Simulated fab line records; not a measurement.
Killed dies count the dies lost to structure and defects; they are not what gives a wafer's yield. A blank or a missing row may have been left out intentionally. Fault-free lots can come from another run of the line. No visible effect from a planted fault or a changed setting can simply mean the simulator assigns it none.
Split-lot experiment -- flow sfq-line -- 23 wafers read from 5 lots, route of 325 steps

THE SPLIT
At SFQ_TRILAYER_M0_LITHO_COAT_026 (resist thk 62 nm), the setting spin-rpm was moved away from the recipe's 3000 rpm on 8 of the 23 wafers read, by -3.9% to +4.7%. This setting was run at the recipe's value on the other wafers.

Reading taken at the split's own step.

THE READING
BARC_of_TRILAYER_M0_LITHO_COAT_026.thk-nm (the simulator's own value, which no gauge read), in nm, at SFQ_TRILAYER_M0_LITHO_COAT_026 (resist thk 62 nm). The file does not state a usual value for it. Here, 15 wafers ran the recipe; their average is 62.06 nm with a standard deviation of 0.21 nm.

wafer,"tool, chamber at the split","spin-rpm as run, rpm",against the recipe,"BARC_of_TRILAYER_M0_LITHO_COAT_026.thk-nm, nm",against lot-mates on the recipe
L075.1,"litho-track-02, 0",3000,recipe,62.05,-
L075.5,"litho-track-02, 0",3000,recipe,62.05,-
L075.3,"litho-track-02, 0",2882,-3.9%,63.34,+1.32
L075.4,"litho-track-02, 0",2882,-3.9%,63.21,+1.19
L075.6,"litho-track-02, 0",3000,recipe,61.95,-
L079.1,"litho-track-01, 0",3000,recipe,61.85,-
L079.4,"litho-track-01, 0",3000,recipe,61.78,-
L079.6,"litho-track-01, 0",3000,recipe,61.9,-
L080.1,"litho-track-02, 0",3000,recipe,62.22,-
L080.3,"litho-track-02, 0",3000,recipe,62.22,-
L080.4,"litho-track-02, 0",3000,recipe,62.55,-
L080.5,"litho-track-02, 0",3000,recipe,62.29,-
L080.6,"litho-track-02, 0",3000,recipe,62.26,-
L081.1,"litho-track-03, 0",3124,+4.1%,60.97,-1.04
L081.2,"litho-track-03, 0",3124,+4.1%,60.89,-1.12
L081.3,"litho-track-03, 0",3000,recipe,61.84,-
L081.4,"litho-track-03, 0",3000,recipe,62.17,-
L081.6,"litho-track-03, 0",3124,+4.1%,60.71,-1.30
L085.2,"litho-track-02, 0",3000,recipe,61.79,-
L085.3,"litho-track-02, 0",3142,+4.7%,60.36,-1.53
L085.4,"litho-track-02, 0",3142,+4.7%,60.47,-1.42
L085.5,"litho-track-02, 0",3142,+4.7%,60.25,-1.64
L085.6,"litho-track-02, 0",3000,recipe,61.99,-

THE FIT
A straight line over all 23 wafers: BARC_of_TRILAYER_M0_LITHO_COAT_026.thk-nm changes by -0.324 nm for each +1% of spin-rpm; r = -0.97; the points scatter about the line by 0.21 nm.
The same after taking each lot's own level away (the mean of its wafers on the recipe; 23 wafers): -0.308 nm for each +1%; r = -0.99; scatter 0.12 nm.
On that fit, the largest move of spin-rpm shifts the reading by 1.5 nm.
Measured against the standard deviation above, the lots' own levels, which go from 61.843 to 62.308 nm, span 2.2 times it.
So the lot-to-lot level changes the slope little: the two slopes agree.
Check: with one of the wafers moved furthest among these (+4.7%) left out of the fit, the line predicts -1.43 nm for it against its lot-mates. Against them it came out at -1.53 nm.

OTHER SPLITS ON THESE WAFERS
Note: prior to the reading, these wafers also went through further splits. Each is held against what the fit with the lots' levels taken away leaves over:
other split on the same wafers,wafers away from the commonest value,r with BARC_of_TRILAYER_M0_LITHO_COAT_026.thk-nm (lot level and that fit taken away)
SFQ_TRILAYER_INCOMING_OXIDATION_002 temp-c,10,+0.27
SFQ_TRILAYER_L0_LITHO_COAT_005 spin-rpm,7,-0.05
SFQ_TRILAYER_L0_BARC_OPEN_METAL_ETCH_010 icp-w,7,-0.07
SFQ_TRILAYER_L0_VIA_BARC_OPEN_VIA_ETCH_021 time-s,8,-0.02

FILE'S OWN FIT
BARC_of_TRILAYER_M0_LITHO_COAT_026.thk-nm changes by -0.309 nm for each +1% of spin-rpm, r = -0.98.
